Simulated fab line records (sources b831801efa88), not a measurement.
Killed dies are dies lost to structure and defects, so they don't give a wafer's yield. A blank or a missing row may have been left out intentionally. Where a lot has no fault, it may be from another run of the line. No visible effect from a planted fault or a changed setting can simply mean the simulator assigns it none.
Matching of chambers | flow sky130 | cmp-01 running SKY_VIA3_CMP_24: 4 sister chambers
The step polishes, stops on SiO2, t overpolish 20 s, target thk 0 nm. 8 wafers are shown with their chamber, then 7 later ones without.

WAFERS, EACH WITH ITS CHAMBER
wafer  | chamber | motorCurrentA (A) | timeToEndpointS (s)
L397.4 | 1       | 10.4              | 101
L403.3 | 1       | 10.4              | 98
L404.1 | 2       | 12.4              | 96
L404.4 | 3       | 11.5              | 93
L404.6 | 2       | 12.1              | 97
L406.1 | 0       | 10.5              | 89
L410.1 | 3       | 10.8              | 96
L410.3 | 0       | 11.8              | 101

WAFERS WITH NO CHAMBER GIVEN
wafer  | motorCurrentA (A) | timeToEndpointS (s)
L410.6 | 11.3              | 98
L418.2 | 11.0              | 90
L418.3 | 12.3              | 92
L418.6 | 11.6              | 99
L419.1 | 11.1              | 97
L419.3 | 10.1              | 102
L419.6 | 11.1              | 98

CHAMBER TAKEN BY EACH
wafer  | from the rows above               | in truth
L410.6 | can't be placed: 0 or 3 or 1 or 2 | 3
L418.2 | can't be placed: 3 or 0 or 1 or 2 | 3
L418.3 | can't be placed: 2 or 3 or 0      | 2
L418.6 | can't be placed: 0 or 3 or 2 or 1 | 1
L419.1 | can't be placed: 0 or 3 or 1 or 2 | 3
L419.3 | can't be placed: 1 or 0 or 3      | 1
L419.6 | can't be placed: 0 or 3 or 1 or 2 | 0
0 of 7 placed correctly. From these rows, 7 cannot be placed; in 7 the true chamber is one of the candidates. Number placed wrongly: 0.
How it was worked out, from the rows above alone: a wafer's distance from a chamber is the root of the sum, over the readings, of the square of ((its reading less the chamber's mean) divided by the reading's scatter). If the next closest chamber is less than 2 further off than the closest, the wafer can't be placed; otherwise it belongs to the closest. Each chamber's mean is taken over the wafers shown for it. The scatter: take each reading less its chamber's mean, square it, sum over the shown wafers, divide by the number of wafers less the number of chambers, and take the root.
